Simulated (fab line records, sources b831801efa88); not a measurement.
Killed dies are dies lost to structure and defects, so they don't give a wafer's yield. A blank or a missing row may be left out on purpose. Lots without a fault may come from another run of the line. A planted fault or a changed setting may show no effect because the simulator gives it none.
A struck lot beside a sound one | flow sky130 | 14 steps out of a route of 708
Sound: wafers L329.2, L329.4, L329.5. Struck: wafers L331.3, L331.4, L331.5. The cause comes at the end.
At each step with rows: each side's tool, then ch and its chambers, then its first start. Under that, the readings that differ: sound wafers | struck wafers | difference of the means | sigmas: that difference in standard deviations of wafers without a fault.
alike: readings whose means differ by less than 2 such deviations, and words and numbers that are the same on both sides. not compared: withheld readings, readings that some wafer has no value for, bounds like >300 that may hide the same value, and numbers for which the record gives no deviation and whose values overlap.
The two part at a step that has a row with sigmas, a row that says differs or no value, or rows on one side only. Numbers that don't overlap but have no deviation are shown without sigmas and don't part them. A reading that every wafer of one side lacks parts them only if that side has two wafers or more.

first, 6 steps without rows for these wafers: SKY_PASSIVATION_HMDS_05 (prime time 60 s); SKY_PASSIVATION_COAT_06 (resist thk 3000 nm); SKY_PASSIVATION_SOFTBAKE_07; SKY_PASSIVATION_EXPOSE_08 (exposes mask NSM, target cd 3000 nm); SKY_PASSIVATION_PEB_09; SKY_PASSIVATION_DEVELOP_10 (develop time 60 s).
SKY_PASSIVATION_ETCH_11: etches the open film in CF4/O2, stops on AlCu, target depth 725 nm, time 161.1 s.
  sound on rie_diel-02 ch 0,3, day 47 02:07; struck on rie_diel-04 ch 0,2,3, day 47 13:59
  alike: O2_flow_sccm, chamber_pressure_mTorr, drypump_motor_current_A, oes_product_au, throttle_valve_pct
  not compared: rf_hours_counter_h
SKY_PASSIVATION_STRIP_12: strips in O2/N2.
  sound on plasma_asher-01 ch 0,1, day 47 02:14; struck on plasma_asher-02 ch 0,1, day 47 14:07
  alike: chamber_pressure_mTorr, drypump_motor_current_A, n2_flow_sccm, oes_product_au, strip_time_to_endpoint_s
  not compared: rf_hours_counter_h
then, 4 steps without rows for these wafers: SKY_PAD_OPEN_DEHYDRATE_00 (time 60 s); SKY_PAD_OPEN_HMDS_01 (prime time 60 s); SKY_PAD_OPEN_COAT_02 (resist thk 3000 nm); SKY_PAD_OPEN_SOFTBAKE_03.
SKY_PAD_OPEN_EXPOSE_04: exposes mask PDM, target cd 60000 nm.
  sound on iline_stepper-01 ch 0, day 47 12:23; struck on iline_stepper-01, day 48 00:43
  no value came back on the struck wafers for exposure_dose_mJ_cm2, focus_offset_nm (nm); on the sound wafers exposure_dose_mJ_cm2 reads 259.76 259.90 259.58
  alike: mask
then, 1 step without rows for these wafers: SKY_PAD_OPEN_PEB_05.

WHERE THEY PART
Only at SKY_PAD_OPEN_EXPOSE_04, within this record.

WHY: what the simulator had put in
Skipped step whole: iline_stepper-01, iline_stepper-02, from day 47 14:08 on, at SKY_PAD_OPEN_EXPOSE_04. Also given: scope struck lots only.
